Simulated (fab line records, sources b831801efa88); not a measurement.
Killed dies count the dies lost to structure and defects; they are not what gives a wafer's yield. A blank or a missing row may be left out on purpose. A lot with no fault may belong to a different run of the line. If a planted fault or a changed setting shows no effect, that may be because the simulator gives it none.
Split-lot trial -- flow sfq line -- route with 325 steps; 5 lots, 23 wafers read

== ON THE SPLIT ==
At SFQ_TRILAYER_I6_VIA_LITHO_COAT_169 (resist thk 650 nm), the setting spin rpm was moved away from the recipe's 3000 rpm on 9 of the 23 wafers read, by -6.8% to +5.0%. For the rest of the wafers, this setting stayed at what the recipe calls for.

There is no step in the file separating the split from the reading.

== THE READING ==
KrF_of_TRILAYER_I6_VIA_LITHO_COAT_169.thk nm (the simulator's own value, which no gauge read), in nm, at SFQ_TRILAYER_I6_VIA_BARC_OPEN_VIA_ETCH_235 (etches BARC in O2, target depth 125 nm, time 41.7 s). The file does not state a usual value for it. Here, 14 wafers ran the recipe; their average is 574.5 nm with a standard deviation of 2.7 nm.

wafer,"tool, chamber at the split","spin rpm as run, rpm",against the recipe,"KrF_of_TRILAYER_I6_VIA_LITHO_COAT_169.thk nm, nm",against lot-mates on the recipe
L074.1,"litho track-03, 0",3000,recipe,580.8,-
L074.2,"litho track-03, 0",3149,+5.0%,559.2,-17.5
L074.3,"litho track-03, 0",3149,+5.0%,558.1,-18.6
L074.4,"litho track-03, 0",3149,+5.0%,564.7,-12.0
L074.5,"litho track-03, 0",3000,recipe,572.6,-
L075.1,"litho track-03, 0",3000,recipe,574,-
L075.2,"litho track-03, 0",3000,recipe,571.5,-
L075.4,"litho track-03, 0",3000,recipe,571.4,-
L079.1,"litho track-03, 0",3000,recipe,574.5,-
L079.3,"litho track-03, 0",3000,recipe,573.6,-
L079.4,"litho track-03, 0",3000,recipe,575.9,-
L079.5,"litho track-03, 0",3000,recipe,572.8,-
L079.6,"litho track-03, 0",3000,recipe,575.1,-
L081.2,"litho track-03, 0",3000,recipe,576.8,-
L081.3,"litho track-03, 0",3000,recipe,573.2,-
L081.4,"litho track-03, 0",2795,-6.8%,600.7,+25.7
L081.5,"litho track-03, 0",2795,-6.8%,599.6,+24.6
L081.6,"litho track-03, 0",2795,-6.8%,596.3,+21.3
L084.1,"litho track-01, 0",3109,+3.6%,560.3,-15.3
L084.2,"litho track-01, 0",3000,recipe,579.1,-
L084.3,"litho track-01, 0",3000,recipe,572.1,-
L084.4,"litho track-01, 0",3109,+3.6%,568.6,-7.0
L084.5,"litho track-01, 0",3109,+3.6%,570.1,-5.5

THE FIT
A straight line over all 23 wafers: KrF_of_TRILAYER_I6_VIA_LITHO_COAT_169.thk nm changes by -3.15 nm for each +1% of spin rpm; r = -0.96; the points scatter about the line by 3.3 nm.
The same after taking each lot's own level away (the mean of its wafers on the recipe; 23 wafers): -3.28 nm for each +1%; r = -0.97; scatter 3 nm.
On that fit, the largest move of spin rpm shifts the reading by 22 nm.
Measured against the standard deviation above, the lots' own levels, which go from 572.30 to 576.70 nm, span 1.6 times it.
Hence the lot-to-lot level has little effect on the slope; both slopes agree.
Check: with one of the wafers moved furthest among these (-6.8%) left out of the fit, the line predicts +22.1 nm for it against its lot-mates. It came out at +25.7 nm against them.

== OTHER SPLITS ON THESE WAFERS ==
These wafers also went through other splits before the reading. Each is held against what the fit with the lots' levels taken away leaves over:
other split on the same wafers,wafers away from the commonest value,r with KrF_of_TRILAYER_I6_VIA_LITHO_COAT_169.thk nm (lot level and that fit taken away)
SFQ_TRILAYER_M5_LITHO_EXPOSE_124 dose mj,10,-0.08
SFQ_TRILAYER_A5B_DEP_PECVD_129 time s,8,+0.02
SFQ_TRILAYER_R5_DEP_SPUTTER_132 time s,6,-0.11
SFQ_TRILAYER_R5_LITHO_PEB_139 peb time s,6,+0.15
SFQ_TRILAYER_I5_LITHO_COAT_144 spin rpm,9,+0.14
SFQ_TRILAYER_C5_LITHO_COAT_151 spin rpm,5,+0.03
SFQ_TRILAYER_M6_LITHO_COAT_159 resist thk nm,8,+0.13
SFQ_TRILAYER_M6_BARC_OPEN_METAL_ETCH_206 icp w,9,-0.04

== THE WHOLE CHAIN: every reading that the file lists as answering this split, in the file's order ==
step,what it does,reading,change (the file's fit),r (the file's)
SFQ_TRILAYER_I6_VIA_LITHO_COAT_169,resist thk 650 nm,"KrF_of_TRILAYER_I6_VIA_LITHO_COAT_169.thk nm (the simulator's own value, which no gauge read)",-3.22 nm for each +1% of the setting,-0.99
SFQ_TRILAYER_I6_VIA_BARC_OPEN_VIA_ETCH_235,"etches BARC in O2, target depth 125 nm, time 41.7 s","KrF_of_TRILAYER_I6_VIA_LITHO_COAT_169.thk nm (the simulator's own value, which no gauge read)",-3.27 nm for each +1% of the setting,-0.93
SFQ_TRILAYER_I6_VIA_ETCH_VIA_ETCH_172,"etches SiO2 in CHF3, stops on Nb, target depth 260 nm","KrF_of_TRILAYER_I6_VIA_LITHO_COAT_169.thk nm (the simulator's own value, which no gauge read)","-3.16 nm for each +1% of the setting, in a fit together with time s@TRILAYER_I6_VIA_BARC_OPEN_VIA_ETCH_235",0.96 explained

== THE FILE'S OWN FIT ==
KrF_of_TRILAYER_I6_VIA_LITHO_COAT_169.thk nm changes by -3.27 nm for each +1% of spin rpm, r = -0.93.
